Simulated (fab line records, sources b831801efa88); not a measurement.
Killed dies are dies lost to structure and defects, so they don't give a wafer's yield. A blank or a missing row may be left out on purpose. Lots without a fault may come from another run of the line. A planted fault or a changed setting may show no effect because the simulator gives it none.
Which tool did it? | flow sky130 | 6 lots, 18 wafers sampled, at 2 steps of a route of 708

WHAT THE GAUGES READ, wafer by wafer
SKY_CONTACT_THK_MEAS_03.
lot  | measured     | on            | CONTACT_HDPCVD_THK (nm)
L478 | day 30 18:10 | film_metro-03 | 559 562 569
L479 | day 31 12:12 | film_metro-01 | 552 558 562
L482 | day 32 11:26 | film_metro-03 | 562 561 557
L488 | day 34 08:21 | film_metro-01 | 366 367 541 365 367 541
L493 | day 35 14:25 | film_metro-03 | 575 572 569
L498 | day 37 05:37 | film_metro-02 | 565 562 563

WHICH TOOL RAN EACH LOT (tool, then ch and the chambers of the sampled wafers, then the start)
lot  | SKY_CONTACT_HDPCVD_02
L478 | hdpcvd-01 ch 0,2, day 30 18:05
L479 | hdpcvd-01 ch 0,1,2, day 31 12:07
L482 | hdpcvd-02 ch 0,2, day 32 11:20
L488 | hdpcvd-01 ch 1,2, day 34 08:17
L493 | hdpcvd-02 ch 0,1,2, day 35 14:20
L498 | hdpcvd-02 ch 0,1, day 37 05:32
- SKY_CONTACT_HDPCVD_02: deposits SiO2, target thk 565 nm, time 94.2 s.

THE ANSWER, worked out from the rows above alone
Rule: what is usual is taken from the lots themselves. Put in order of their means at a reading, lots are off if they are a third of the lots or fewer, leave a main group of 4 or more, and stand apart from it by a gap of 3 or more times the standard deviation of the main group's means; of several such gaps the widest counts. A main group whose means are all the same, to the digits that the tables above print for the reading, isn't used. A lot without any number at a reading at which 4 lots or more have one is off too. The other lots that the step has rows for count as sound.
Off: L488, at SKY_CONTACT_THK_MEAS_03 (CONTACT_HDPCVD_THK). The main group: mean 563 nm, standard deviation 4.9.
A tool fits if, at a process step before that reading, it ran every lot that is off, and no sound lot after the first of them. The gauges at SKY_CONTACT_THK_MEAS_03 are tried like those tools. Can't be told from this: 2 tools fit, hdpcvd-01 at SKY_CONTACT_HDPCVD_02, film_metro-01 at SKY_CONTACT_THK_MEAS_03.

WHAT THE SIMULATOR HAD PUT IN
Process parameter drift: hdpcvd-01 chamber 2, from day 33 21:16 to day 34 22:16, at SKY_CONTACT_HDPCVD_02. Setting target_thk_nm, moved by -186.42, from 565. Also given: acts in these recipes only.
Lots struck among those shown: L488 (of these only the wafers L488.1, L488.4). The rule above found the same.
